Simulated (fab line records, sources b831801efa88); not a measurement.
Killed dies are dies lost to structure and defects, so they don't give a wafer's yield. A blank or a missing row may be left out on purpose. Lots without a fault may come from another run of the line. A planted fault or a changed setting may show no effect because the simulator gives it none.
Which tool did it? | flow sky130 | 6 lots, 16 wafers sampled, at 2 steps of a route of 708

WHAT THE GAUGES READ, wafer by wafer
SKY_NWELL_TW_MEAS_26.
lot  | measured     | on            | NWELL_2_TW
L780 | day 6 11:22  | film_metro-02 | 495 497 495
L783 | day 7 17:27  | film_metro-02 | 493 496 497
L785 | day 8 10:23  | film_metro-01 | 496 498 499
L789 | day 9 03:10  | film_metro-03 | 502 506 503
L795 | day 10 11:15 | film_metro-01 | 469 472
L797 | day 10 23:37 | film_metro-02 | 467 495

WHICH TOOL RAN EACH LOT (tool, then ch and the chambers of the sampled wafers, then the start)
lot  | SKY_NWELL_IMPLANT_24
L780 | implanter-03 ch 0, day 6 11:07
L783 | implanter-01 ch 0, day 7 17:13
L785 | implanter-04 ch 0, day 8 10:08
L789 | implanter-04 ch 0, day 9 02:58
L795 | implanter-03 ch 0, day 10 11:01
L797 | implanter-03 ch 0, day 10 23:23
- SKY_NWELL_IMPLANT_24

THE ANSWER, worked out from the rows above alone
Rule: what is usual is taken from the lots themselves. Put in order of their means at a reading, lots are off if they are a third of the lots or fewer, leave a main group of 4 or more, and stand apart from it by a gap of 3 or more times the standard deviation of the main group's means; of several such gaps the widest counts. A main group whose means are all the same, to the digits that the tables above print for the reading, isn't used. A lot without any number at a reading at which 4 lots or more have one is off too. The other lots that the step has rows for count as sound.
Off: L795, L797, at SKY_NWELL_TW_MEAS_26 (NWELL_2_TW). The main group: mean 498, standard deviation 3.3.
A tool fits if, at a process step before that reading, it ran every lot that is off, and no sound lot after the first of them. The gauges at SKY_NWELL_TW_MEAS_26 are tried like those tools. One fits: implanter-03 at SKY_NWELL_IMPLANT_24. Its last sound lot is L780 (day 6 11:07), its first lot that is off L795 (day 10 11:01): a fault that began between those two fits.

WHAT THE SIMULATOR HAD PUT IN
Process parameter drift: implanter-03, from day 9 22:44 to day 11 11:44, at SKY_NWELL_IMPLANT_24. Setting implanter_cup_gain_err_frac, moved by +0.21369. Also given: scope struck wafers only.
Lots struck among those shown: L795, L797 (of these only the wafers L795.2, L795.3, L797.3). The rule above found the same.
